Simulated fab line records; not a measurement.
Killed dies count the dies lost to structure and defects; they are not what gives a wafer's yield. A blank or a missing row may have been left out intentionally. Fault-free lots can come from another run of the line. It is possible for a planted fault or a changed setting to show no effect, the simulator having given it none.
fab line records / flow sfqLine / part 2 of 2: steps 24 to 34 of 34
record lots=5 wafers=15 lastDay=87
route steps=325 shown M2@93 I2@103 M3@118
lots that met no fault: taken from a fault-free run of the same line
startH: the number of hours between the record's first day and the start of the first shown wafer of the lot / waitH: hours since the lot's step before / " same as the row above / L1.1+2: a single row standing in for several wafers / - either no value or no given start / * or withheld: withheld / < > ~ a bound
route shown NAME@n: NAME is a module with steps in the file, n the number in the route of the first one / usual: average and standard deviation across the fault-free wafers / same: alike in all rows / chamber/n: place in a boat / sites: each site's reading / _std_site: their standard deviation / _edge_site: outer sites' mean less inner sites' / radiusMm: how far each site lies from the wafer's centre / mask NAME#n: copy n / behind: the most recent tool/chamber to have shaped the wafer / hold: reason for holding the lot/hours on hold/outcome of the hold / device: the n, p or np transistor that did not switch / end of line: tests of these same wafers at the route's end / where a step has no rows: the recipe by itself / killed: dies lost to structure and defects at the first sort, not the wafer's yield / map: a wafer's dies, marking killed ones x, the rest . and places with no die _
set.NAME: the run value of the setting; set.NAME@STEP: its run value at that earlier step / model.NAME: the simulator's own value behind a step, which no gauge read
lots at some steps of the route; a table a step, a row a wafer
services: a tool's chamber out of use, with start hour (startH, from the record's first day; less than 0 if before it), hours out, and reason
## steps
# step SFQ_TRILAYER_I2_VIA_STRIP_STRIP_071
# recipe gas=O2 powerW=200 platenTempC=40 overashFraction=0.65 chemistry=O2 pressureMtorr=50
# usual drypumpMotorCurrentA=5.6/0.47 heBacksideLeakSccm=3.42/0.17 oesProductAu=0.997/0.0073
lot.wafer=L076.2 tool=rieMetal-02 chamber=1 startH=564.83 waitH=- drypumpMotorCurrentA=5.7 heBacksideLeakSccm=2.96 oesProductAu=0.986 rfHoursCounterH=98
lot.wafer=L076.5 tool=rieMetal-02 chamber=1 startH=564.83 waitH=- drypumpMotorCurrentA=5.7 heBacksideLeakSccm=3.51 oesProductAu=1.004 rfHoursCounterH=-
lot.wafer=L076.6 tool=rieMetal-02 chamber=0 startH=564.83 waitH=- drypumpMotorCurrentA=5.5 heBacksideLeakSccm=3.07 oesProductAu=1.000 rfHoursCounterH=-
lot.wafer=L087.2 tool=rieMetal-03 chamber=0 startH=753.93 waitH=- drypumpMotorCurrentA=5.1 heBacksideLeakSccm=3.43 oesProductAu=1.005 rfHoursCounterH=113
lot.wafer=L087.5 tool=rieMetal-03 chamber=1 startH=753.93 waitH=- drypumpMotorCurrentA=6.4 heBacksideLeakSccm=3.30 oesProductAu=0.997 rfHoursCounterH=-
lot.wafer=L087.6 tool=rieMetal-03 chamber=0 startH=753.93 waitH=- drypumpMotorCurrentA=5.1 heBacksideLeakSccm=3.60 oesProductAu=1.010 rfHoursCounterH=-
lot.wafer=L093.1 tool=rieMetal-04 chamber=0 startH=767.13 waitH=- drypumpMotorCurrentA=4.9 heBacksideLeakSccm=3.40 oesProductAu=0.994 rfHoursCounterH=24
lot.wafer=L093.2 tool=rieMetal-04 chamber=1 startH=767.13 waitH=- drypumpMotorCurrentA=5.5 heBacksideLeakSccm=3.56 oesProductAu=0.994 rfHoursCounterH=121
lot.wafer=L093.5 tool=rieMetal-04 chamber=1 startH=767.13 waitH=- drypumpMotorCurrentA=5.5 heBacksideLeakSccm=3.51 oesProductAu=0.993 rfHoursCounterH=-
lot.wafer=L094.2 tool=rieMetal-03 chamber=1 startH=768.33 waitH=- drypumpMotorCurrentA=6.4 heBacksideLeakSccm=3.34 oesProductAu=0.995 rfHoursCounterH=84
lot.wafer=L094.3 tool=rieMetal-03 chamber=0 startH=768.33 waitH=- drypumpMotorCurrentA=5.1 heBacksideLeakSccm=3.59 oesProductAu=0.997 rfHoursCounterH=-
lot.wafer=L094.6 tool=rieMetal-03 chamber=0 startH=768.33 waitH=- drypumpMotorCurrentA=5.1 heBacksideLeakSccm=3.37 oesProductAu=0.995 rfHoursCounterH=-
lot.wafer=L097.4 tool=rieMetal-04 chamber=0 startH=780.53 waitH=- drypumpMotorCurrentA=4.9 heBacksideLeakSccm=3.39 oesProductAu=1.009 rfHoursCounterH=-
lot.wafer=L097.5 tool=rieMetal-04 chamber=1 startH=780.53 waitH=- drypumpMotorCurrentA=5.5 heBacksideLeakSccm=3.62 oesProductAu=0.989 rfHoursCounterH=-
lot.wafer=L097.6 tool=rieMetal-04 chamber=0 startH=780.53 waitH=- drypumpMotorCurrentA=4.9 heBacksideLeakSccm=3.44 oesProductAu=0.992 rfHoursCounterH=-
# step SFQ_TRILAYER_I2_VIA_STRIP_SOLV_CLEAN_072
# recipe chemistry=NMP tempC=70 timeS=600
# usual tempC=70.01/0.12
lot.wafer=L076.2 tool=wetBench-04 chamber=3 startH=565.43 waitH=0.4 tempC=70.00
lot.wafer=L076.5 tool=wetBench-04 chamber=4 startH=565.43 waitH=0.4 tempC=70.02
lot.wafer=L076.6 tool=wetBench-04 chamber=6 startH=565.43 waitH=0.4 tempC=69.96
lot.wafer=L087.2 tool=wetBench-04 chamber=2 startH=754.73 waitH=0.5 tempC=70.14
lot.wafer=L087.5 tool=wetBench-04 chamber=6 startH=754.73 waitH=0.5 tempC=70.03
lot.wafer=L087.6 tool=wetBench-04 chamber=0 startH=754.73 waitH=0.5 tempC=69.98
lot.wafer=L093.1 tool=wetBench-02 chamber=5 startH=767.73 waitH=0.4 tempC=69.89
lot.wafer=L093.2 tool=wetBench-02 chamber=6 startH=767.73 waitH=0.4 tempC=69.94
lot.wafer=L093.5 tool=wetBench-02 chamber=0 startH=767.73 waitH=0.4 tempC=70.16
lot.wafer=L094.2 tool=wetBench-04 chamber=7 startH=769.13 waitH=0.5 tempC=69.88
lot.wafer=L094.3 tool=wetBench-04 chamber=2 startH=769.13 waitH=0.5 tempC=69.93
lot.wafer=L094.6 tool=wetBench-04 chamber=4 startH=769.13 waitH=0.5 tempC=70.08
lot.wafer=L097.4 tool=wetBench-01 chamber=0 startH=780.93 waitH=0.2 tempC=69.81
lot.wafer=L097.5 tool=wetBench-01 chamber=5 startH=780.93 waitH=0.2 tempC=70.13
lot.wafer=L097.6 tool=wetBench-01 chamber=6 startH=780.93 waitH=0.2 tempC=70.08
# step SFQ_TRILAYER_M3_DEP_PRE_CLEAN_074
# recipe gas=Ar timeS=22.5 biasV=250
lot.wafer=L076.2+5+6 tool=pvdSputter-03 chamber=- startH=565.60 waitH=0.0
lot.wafer=L087.2+5+6 tool=pvdSputter-04 chamber=- startH=754.90 waitH=0.0
lot.wafer=L093.1+2+5 tool=pvdSputter-06 chamber=- startH=767.90 waitH=0.0
lot.wafer=L094.2+3+6 tool=pvdSputter-04 chamber=- startH=769.30 waitH=0.0
lot.wafer=L097.4+5+6 tool=pvdSputter-03 chamber=- startH=781.13 waitH=0.0
# step SFQ_TRILAYER_M3_DEP_SPUTTER_073
# recipe material=Nb basePressurePa=1.33e-06 chamberPressurePa=0.1333 substrateTempC=20 resputterCathodeVoltageV=400 targetThkNm=200 powerW=2000 timeS=133.3
# usual basePressurePa=1.32e-06/9e-08 throttleValvePct=29.8/1.2
lot.wafer=L076.2 tool=pvdSputter-03 chamber=- startH=565.63 waitH=0.0 basePressurePa=1.24e-06 throttleValvePct=30.3
lot.wafer=L076.5 tool=pvdSputter-03 chamber=- startH=565.63 waitH=0.0 basePressurePa=1.41e-06 throttleValvePct=30.1
lot.wafer=L076.6 tool=pvdSputter-03 chamber=- startH=565.63 waitH=0.0 basePressurePa=1.14e-06 throttleValvePct=31.8
lot.wafer=L087.2 tool=pvdSputter-04 chamber=- startH=754.93 waitH=0.0 basePressurePa=1.34e-06 throttleValvePct=30.4
lot.wafer=L087.5 tool=pvdSputter-04 chamber=- startH=754.93 waitH=0.0 basePressurePa=1.42e-06 throttleValvePct=28.9
lot.wafer=L087.6 tool=pvdSputter-04 chamber=- startH=754.93 waitH=0.0 basePressurePa=1.36e-06 throttleValvePct=30.4
lot.wafer=L093.1 tool=pvdSputter-06 chamber=- startH=767.93 waitH=0.0 basePressurePa=1.35e-06 throttleValvePct=30.6
lot.wafer=L093.2 tool=pvdSputter-06 chamber=- startH=767.93 waitH=0.0 basePressurePa=1.34e-06 throttleValvePct=28.9
lot.wafer=L093.5 tool=pvdSputter-06 chamber=- startH=767.93 waitH=0.0 basePressurePa=1.41e-06 throttleValvePct=28.9
lot.wafer=L094.2 tool=pvdSputter-04 chamber=- startH=769.33 waitH=0.0 basePressurePa=1.28e-06 throttleValvePct=29.4
lot.wafer=L094.3 tool=pvdSputter-04 chamber=- startH=769.33 waitH=0.0 basePressurePa=1.35e-06 throttleValvePct=29.1
lot.wafer=L094.6 tool=pvdSputter-04 chamber=- startH=769.33 waitH=0.0 basePressurePa=1.06e-06 throttleValvePct=29.0
lot.wafer=L097.4 tool=pvdSputter-03 chamber=- startH=781.19 waitH=0.0 basePressurePa=1.35e-06 throttleValvePct=31.7
lot.wafer=L097.5 tool=pvdSputter-03 chamber=- startH=781.19 waitH=0.0 basePressurePa=1.39e-06 throttleValvePct=30.3
lot.wafer=L097.6 tool=pvdSputter-03 chamber=- startH=781.19 waitH=0.0 basePressurePa=1.33e-06 throttleValvePct=28.1
# step SFQ_M3_RS_MEAS_919
# recipe thkMeasGauge=four-point-probe reads=Nb_of_TRILAYER_M3_DEP_SPUTTER_073
# usual M3_NB_RS=0.892/0.011
lot.wafer=L076.2 tool=filmMetro-03 chamber=- startH=565.74 waitH=0.1 M3_NB_RS[ohm/sq]=0.869
lot.wafer=L076.5 tool=filmMetro-03 chamber=- startH=565.74 waitH=0.1 M3_NB_RS[ohm/sq]=0.870
lot.wafer=L076.6 tool=filmMetro-03 chamber=- startH=565.74 waitH=0.1 M3_NB_RS[ohm/sq]=0.876
lot.wafer=L087.2 tool=filmMetro-02 chamber=- startH=755.04 waitH=0.1 M3_NB_RS[ohm/sq]=0.894
lot.wafer=L087.5 tool=filmMetro-02 chamber=- startH=755.04 waitH=0.1 M3_NB_RS[ohm/sq]=0.903
lot.wafer=L087.6 tool=filmMetro-02 chamber=- startH=755.04 waitH=0.1 M3_NB_RS[ohm/sq]=0.897
lot.wafer=L093.1 tool=filmMetro-01 chamber=- startH=768.02 waitH=0.0 M3_NB_RS[ohm/sq]=0.894
lot.wafer=L093.2 tool=filmMetro-01 chamber=- startH=768.02 waitH=0.0 M3_NB_RS[ohm/sq]=0.890
lot.wafer=L093.5 tool=filmMetro-01 chamber=- startH=768.02 waitH=0.0 M3_NB_RS[ohm/sq]=0.886
lot.wafer=L094.2 tool=filmMetro-03 chamber=- startH=769.44 waitH=0.1 M3_NB_RS[ohm/sq]=0.902
lot.wafer=L094.3 tool=filmMetro-03 chamber=- startH=769.44 waitH=0.1 M3_NB_RS[ohm/sq]=0.899
lot.wafer=L094.6 tool=filmMetro-03 chamber=- startH=769.44 waitH=0.1 M3_NB_RS[ohm/sq]=0.899
lot.wafer=L097.4 tool=filmMetro-02 chamber=- startH=781.30 waitH=0.1 M3_NB_RS[ohm/sq]=0.898
lot.wafer=L097.5 tool=filmMetro-02 chamber=- startH=781.30 waitH=0.1 M3_NB_RS[ohm/sq]=0.901
lot.wafer=L097.6 tool=filmMetro-02 chamber=- startH=781.30 waitH=0.1 M3_NB_RS[ohm/sq]=0.900
# step SFQ_TRILAYER_M3_LITHO_COAT_080
# recipe resist=BARC spinRpm=3000 resistThkNm=62
# usual chillPlateTempC=23.01/0.11
lot.wafer=L076.2 tool=lithoTrack-03 chamber=0 startH=565.95 waitH=0.1 chillPlateTempC=22.93
lot.wafer=L076.5 tool=lithoTrack-03 chamber=0 startH=565.95 waitH=0.1 chillPlateTempC=22.94
lot.wafer=L076.6 tool=lithoTrack-03 chamber=0 startH=565.95 waitH=0.1 chillPlateTempC=22.99
lot.wafer=L087.2 tool=lithoTrack-03 chamber=0 startH=755.25 waitH=0.1 chillPlateTempC=22.92
lot.wafer=L087.5 tool=lithoTrack-03 chamber=0 startH=755.25 waitH=0.1 chillPlateTempC=22.82
lot.wafer=L087.6 tool=lithoTrack-03 chamber=0 startH=755.25 waitH=0.1 chillPlateTempC=22.97
lot.wafer=L093.1 tool=lithoTrack-01 chamber=0 startH=768.20 waitH=0.1 chillPlateTempC=22.96
lot.wafer=L093.2 tool=lithoTrack-01 chamber=0 startH=768.20 waitH=0.1 chillPlateTempC=22.95
lot.wafer=L093.5 tool=lithoTrack-01 chamber=0 startH=768.20 waitH=0.1 chillPlateTempC=22.87
lot.wafer=L094.2 tool=lithoTrack-01 chamber=0 startH=769.65 waitH=0.1 chillPlateTempC=23.07
lot.wafer=L094.3 tool=lithoTrack-01 chamber=0 startH=769.65 waitH=0.1 chillPlateTempC=23.05
lot.wafer=L094.6 tool=lithoTrack-01 chamber=0 startH=769.65 waitH=0.1 chillPlateTempC=23.16
lot.wafer=L097.4 tool=lithoTrack-01 chamber=0 startH=781.57 waitH=0.2 chillPlateTempC=23.15
lot.wafer=L097.5 tool=lithoTrack-01 chamber=0 startH=781.57 waitH=0.2 chillPlateTempC=23.13
lot.wafer=L097.6 tool=lithoTrack-01 chamber=0 startH=781.57 waitH=0.2 chillPlateTempC=23.06
# step SFQ_TRILAYER_M3_LITHO_COAT_075
# recipe resist=KrF spinRpm=3000 resistThkNm=600
# usual chillPlateTempC=22.98/0.097
lot.wafer=L076.2 tool=lithoTrack-03 chamber=0 startH=566.25 waitH=0.2 chillPlateTempC=23.09
lot.wafer=L076.5 tool=lithoTrack-03 chamber=0 startH=566.25 waitH=0.2 chillPlateTempC=22.91
lot.wafer=L076.6 tool=lithoTrack-03 chamber=0 startH=566.25 waitH=0.2 chillPlateTempC=23.12
lot.wafer=L087.2 tool=lithoTrack-03 chamber=0 startH=755.55 waitH=0.2 chillPlateTempC=22.92
lot.wafer=L087.5 tool=lithoTrack-03 chamber=0 startH=755.55 waitH=0.2 chillPlateTempC=22.93
lot.wafer=L087.6 tool=lithoTrack-03 chamber=0 startH=755.55 waitH=0.2 chillPlateTempC=22.97
lot.wafer=L093.1 tool=lithoTrack-01 chamber=0 startH=768.50 waitH=0.2 chillPlateTempC=23.17
lot.wafer=L093.2 tool=lithoTrack-01 chamber=0 startH=768.50 waitH=0.2 chillPlateTempC=23.16
lot.wafer=L093.5 tool=lithoTrack-01 chamber=0 startH=768.50 waitH=0.2 chillPlateTempC=23.10
lot.wafer=L094.2 tool=lithoTrack-01 chamber=0 startH=769.95 waitH=0.2 chillPlateTempC=23.09
lot.wafer=L094.3 tool=lithoTrack-01 chamber=0 startH=769.95 waitH=0.2 chillPlateTempC=23.14
lot.wafer=L094.6 tool=lithoTrack-01 chamber=0 startH=769.95 waitH=0.2 chillPlateTempC=23.09
lot.wafer=L097.4 tool=lithoTrack-01 chamber=0 startH=781.87 waitH=0.2 chillPlateTempC=22.98
lot.wafer=L097.5 tool=lithoTrack-01 chamber=0 startH=781.87 waitH=0.2 chillPlateTempC=22.93
lot.wafer=L097.6 tool=lithoTrack-01 chamber=0 startH=781.87 waitH=0.2 chillPlateTempC=22.93
# step SFQ_TRILAYER_M3_LITHO_SOFTBAKE_079
# recipe tempC=withheld timeS=withheld resist=KrF
# usual chillPlateTempC=*
lot.wafer=L076.2 tool=lithoTrack-03 chamber=0 startH=566.53 waitH=0.2 chillPlateTempC=*
lot.wafer=L076.5 tool=lithoTrack-03 chamber=0 startH=566.53 waitH=0.2 chillPlateTempC=*
lot.wafer=L076.6 tool=lithoTrack-03 chamber=0 startH=566.53 waitH=0.2 chillPlateTempC=*
lot.wafer=L087.2 tool=lithoTrack-03 chamber=0 startH=755.83 waitH=0.2 chillPlateTempC=*
lot.wafer=L087.5 tool=lithoTrack-03 chamber=0 startH=755.83 waitH=0.2 chillPlateTempC=*
lot.wafer=L087.6 tool=lithoTrack-03 chamber=0 startH=755.83 waitH=0.2 chillPlateTempC=*
lot.wafer=L093.1 tool=lithoTrack-01 chamber=0 startH=768.80 waitH=0.2 chillPlateTempC=*
lot.wafer=L093.2 tool=lithoTrack-01 chamber=0 startH=768.80 waitH=0.2 chillPlateTempC=*
lot.wafer=L093.5 tool=lithoTrack-01 chamber=0 startH=768.80 waitH=0.2 chillPlateTempC=*
lot.wafer=L094.2 tool=lithoTrack-01 chamber=0 startH=770.23 waitH=0.2 chillPlateTempC=*
lot.wafer=L094.3 tool=lithoTrack-01 chamber=0 startH=770.23 waitH=0.2 chillPlateTempC=*
lot.wafer=L094.6 tool=lithoTrack-01 chamber=0 startH=770.23 waitH=0.2 chillPlateTempC=*
lot.wafer=L097.4 tool=lithoTrack-01 chamber=0 startH=782.09 waitH=0.2 chillPlateTempC=*
lot.wafer=L097.5 tool=lithoTrack-01 chamber=0 startH=782.09 waitH=0.2 chillPlateTempC=*
lot.wafer=L097.6 tool=lithoTrack-01 chamber=0 startH=782.09 waitH=0.2 chillPlateTempC=*
# step SFQ_TRILAYER_M3_LITHO_EXPOSE_076
# recipe maskId=M3 na=0.6 sourceShape=conventional sigmaOuter=0.65 targetCdNm=500 doseMj=14.4
lot.wafer=L076.2+5+6 tool=krfScanner-02 chamber=0 startH=569.34 waitH=- mask=M3#0
lot.wafer=L087.2+5+6 tool=krfScanner-01 chamber=0 startH=900.75 waitH=- mask=M3#0
lot.wafer=L093.1+2+5 tool=krfScanner-01 chamber=0 startH=917.35 waitH=- mask=M3#0
lot.wafer=L094.2+3+6 tool=krfScanner-01 chamber=0 startH=919.95 waitH=- mask=M3#0
lot.wafer=L097.4+5+6 tool=krfScanner-01 chamber=0 startH=929.95 waitH=- mask=M3#0
# step SFQ_TRILAYER_M3_LITHO_PEB_078
# recipe pebTempC=115 pebTimeS=60 resist=KrF
# usual chillPlateTempC=23.00/0.087
lot.wafer=L076.2 tool=lithoTrack-04 chamber=0 startH=570.36 waitH=0.8 chillPlateTempC=22.99
lot.wafer=L076.5 tool=lithoTrack-04 chamber=0 startH=570.36 waitH=0.8 chillPlateTempC=23.04
lot.wafer=L076.6 tool=lithoTrack-04 chamber=0 startH=570.36 waitH=0.8 chillPlateTempC=23.07
lot.wafer=L087.2 tool=lithoTrack-03 chamber=0 startH=901.77 waitH=0.8 chillPlateTempC=22.97
lot.wafer=L087.5 tool=lithoTrack-03 chamber=0 startH=901.77 waitH=0.8 chillPlateTempC=22.95
lot.wafer=L087.6 tool=lithoTrack-03 chamber=0 startH=901.77 waitH=0.8 chillPlateTempC=22.97
lot.wafer=L093.1 tool=lithoTrack-04 chamber=0 startH=918.55 waitH=1.0 chillPlateTempC=23.04
lot.wafer=L093.2 tool=lithoTrack-04 chamber=0 startH=918.55 waitH=1.0 chillPlateTempC=23.14
lot.wafer=L093.5 tool=lithoTrack-04 chamber=0 startH=918.55 waitH=1.0 chillPlateTempC=22.96
lot.wafer=L094.2 tool=lithoTrack-04 chamber=0 startH=920.97 waitH=0.8 chillPlateTempC=23.06
lot.wafer=L094.3 tool=lithoTrack-04 chamber=0 startH=920.97 waitH=0.8 chillPlateTempC=23.02
lot.wafer=L094.6 tool=lithoTrack-04 chamber=0 startH=920.97 waitH=0.8 chillPlateTempC=22.95
lot.wafer=L097.4 tool=lithoTrack-01 chamber=0 startH=930.62 waitH=0.5 chillPlateTempC=23.12
lot.wafer=L097.5 tool=lithoTrack-01 chamber=0 startH=930.62 waitH=0.5 chillPlateTempC=22.97
lot.wafer=L097.6 tool=lithoTrack-01 chamber=0 startH=930.62 waitH=0.5 chillPlateTempC=23.11
# step SFQ_TRILAYER_M3_LITHO_DEVELOP_077
# recipe timeS=60 resist=KrF
# usual chillPlateTempC=23.00/0.1
lot.wafer=L076.2 tool=lithoTrack-04 chamber=0 startH=570.51 waitH=0.1 chillPlateTempC=23.00
lot.wafer=L076.5 tool=lithoTrack-04 chamber=0 startH=570.51 waitH=0.1 chillPlateTempC=22.98
lot.wafer=L076.6 tool=lithoTrack-04 chamber=0 startH=570.51 waitH=0.1 chillPlateTempC=22.83
lot.wafer=L087.2 tool=lithoTrack-03 chamber=0 startH=901.92 waitH=0.1 chillPlateTempC=23.11
lot.wafer=L087.5 tool=lithoTrack-03 chamber=0 startH=901.92 waitH=0.1 chillPlateTempC=23.15
lot.wafer=L087.6 tool=lithoTrack-03 chamber=0 startH=901.92 waitH=0.1 chillPlateTempC=23.16
lot.wafer=L093.1 tool=lithoTrack-04 chamber=0 startH=918.70 waitH=0.1 chillPlateTempC=23.03
lot.wafer=L093.2 tool=lithoTrack-04 chamber=0 startH=918.70 waitH=0.1 chillPlateTempC=22.85
lot.wafer=L093.5 tool=lithoTrack-04 chamber=0 startH=918.70 waitH=0.1 chillPlateTempC=23.03
lot.wafer=L094.2 tool=lithoTrack-04 chamber=0 startH=921.12 waitH=0.1 chillPlateTempC=23.03
lot.wafer=L094.3 tool=lithoTrack-04 chamber=0 startH=921.12 waitH=0.1 chillPlateTempC=23.04
lot.wafer=L094.6 tool=lithoTrack-04 chamber=0 startH=921.12 waitH=0.1 chillPlateTempC=23.00
lot.wafer=L097.4 tool=lithoTrack-01 chamber=0 startH=930.77 waitH=0.1 chillPlateTempC=22.83
lot.wafer=L097.5 tool=lithoTrack-01 chamber=0 startH=930.77 waitH=0.1 chillPlateTempC=22.89
lot.wafer=L097.6 tool=lithoTrack-01 chamber=0 startH=930.77 waitH=0.1 chillPlateTempC=22.98
## services
tool=krfScanner-01 chamber=- startH=407.91 hours=6.1 kind=repair
tool=rieDiel-02 chamber=3 startH=423.07 hours=5.2 kind=repair
tool=rieDiel-02 chamber=1 startH=425.52 hours=1.5 kind=repair
tool=rieDiel-02 chamber=2 startH=428.52 hours=4.7 kind=repair
tool=rieMetal-01 chamber=- startH=436.29 hours=0.4 kind=repair
tool=rieDiel-02 chamber=0 startH=437.42 hours=3.6 kind=repair
tool=krfScanner-01 chamber=- startH=445.18 hours=0.8 kind=pm
tool=rieMetal-01 chamber=- startH=484.38 hours=0.6 kind=repair
tool=krfScanner-01 chamber=- startH=492.73 hours=1.3 kind=pm
tool=rieMetal-04 chamber=- startH=504.65 hours=2.8 kind=pm
tool=krfScanner-01 chamber=- startH=510.38 hours=1.0 kind=pm
tool=krfScanner-01 chamber=- startH=615.90 hours=2.9 kind=repair
tool=krfScanner-01 chamber=- startH=625.23 hours=0.6 kind=repair
tool=rieMetal-04 chamber=1 startH=646.70 hours=8.3 kind=repair
tool=rieMetal-04 chamber=1 startH=663.43 hours=10.3 kind=repair
tool=krfScanner-01 chamber=- startH=663.49 hours=0.8 kind=pm
tool=krfScanner-01 chamber=- startH=664.24 hours=3.6 kind=pm
tool=krfScanner-01 chamber=- startH=691.92 hours=1.3 kind=pm
tool=krfScanner-01 chamber=- startH=699.22 hours=1.0 kind=pm
tool=krfScanner-01 chamber=- startH=711.02 hours=4.0 kind=pm
tool=krfScanner-01 chamber=- startH=832.64 hours=0.8 kind=pm
tool=krfScanner-01 chamber=- startH=844.56 hours=1.3 kind=pm
tool=krfScanner-01 chamber=- startH=850.66 hours=1.0 kind=pm
tool=krfScanner-01 chamber=- startH=857.66 hours=4.4 kind=pm
